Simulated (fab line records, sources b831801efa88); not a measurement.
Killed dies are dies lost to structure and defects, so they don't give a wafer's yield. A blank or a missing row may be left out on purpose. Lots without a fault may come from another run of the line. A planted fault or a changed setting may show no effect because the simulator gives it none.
One fault seen from 2 desks | flow gf180mcu | each desk has only its own numbers; what lay behind them comes last

THE METROLOGY DESK
What the gauges read, lot by lot, whatever tool the lot ran on: means of the sampled wafers that have a number. A lot is out of limits, marked OUT, if its mean lies more than 4 standard deviations from the usual mean; the brackets give that distance.
Columns: A = VT_IMPLANT_02_OVL at GF_VT_IMPLANT_OVL_MEAS_29, usual 0.5 nm; B = M1_ALCU_RS at GF_M1_RS_MEAS_05, usual 0.0697 ohm/sq; C = V1_BOW at GF_V1_BOW_MEAS_05, usual 82 um
lot  | first seen here | A                       | B      | C
L914 | day 6 18:41     | 0.0                     | 0.0700 | 80
L915 | day 7 03:29     | 0.8                     | 0.0698 | 83
L916 | day 7 10:14     | 0.5                     | 0.0695 | 74
L917 | day 7 17:26     | 1.0                     | 0.0697 | 88
L918 | day 7 22:44     | -0.3                    | 0.0699 | 75
L919 | day 8 06:09     | -0.2                    | 0.0693 | 84
L920 | day 8 12:47     | -0.2                    | 0.0685 | 81
L921 | day 8 20:45     | 1.1                     | 0.0694 | 76
L923 | day 9 10:29     | 0.5                     | 0.0698 | 89
L929 | day 10 23:23    | 289.9 (+99 or more) OUT | -      | -
L930 | day 11 02:53    | 292.9 (+99 or more) OUT | -      | -
L931 | day 11 14:44    | -0.7                    | 0.0699 | 89
L934 | day 12 08:56    | -1.4                    | 0.0695 | 83
This desk's finding: out of limits on L929, L930; first on L929, day 10 23:23 (VT_IMPLANT_02_OVL at GF_VT_IMPLANT_OVL_MEAS_29). In limits: L914, L915, L916, L917, L918, L919, L920, L921, L923, L931, L934.

THE TOOL OWNER'S DESK: iline_stepper-02
The tool's own readings at GF_VT_IMPLANT_EXPOSE_26 (exposes mask LVPWELL HV AREA, target cd 860 nm): means of the sampled wafers that have a number, for each lot that ran on this tool. A lot is out of limits, marked OUT, if its mean lies more than 4 standard deviations from the usual mean; the brackets give that distance.
Columns: A = focus_offset_nm at GF_VT_IMPLANT_EXPOSE_26, usual 0.0 nm; B = stage_vel_mm_s at GF_VT_IMPLANT_EXPOSE_26, usual 499.98 mm/s
lot  | first seen here | A    | B
L914 | day 6 11:08     | -0.3 | 500.21
L916 | day 7 02:14     | 0.7  | 500.10
L917 | day 7 09:56     | 0.4  | 500.44
L919 | day 7 22:07     | -0.8 | 500.16
L929 | day 10 14:25    | -0.5 | 499.82
L930 | day 10 18:18    | -0.1 | 499.99
This desk's finding: nothing out of limits on any of the 6 lots.

PUT TOGETHER
The metrology desk could have raised an alarm at day 10 23:23, on L929, L930.
The tool owner's desk saw nothing out of limits.
The tool owner's desk has L929, L930 on record, within its limits.
Of the lots named, all ran GF_VT_IMPLANT_EXPOSE_26 on iline_stepper-02.

WHAT THE SIMULATOR HAD PUT IN
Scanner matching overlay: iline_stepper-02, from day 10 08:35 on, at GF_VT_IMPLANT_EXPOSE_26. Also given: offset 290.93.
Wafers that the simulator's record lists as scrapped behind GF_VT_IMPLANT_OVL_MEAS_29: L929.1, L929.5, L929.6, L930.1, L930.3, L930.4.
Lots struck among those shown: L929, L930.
Hours from the fault's start to each desk's first reading out of limits: the metrology desk, 15.
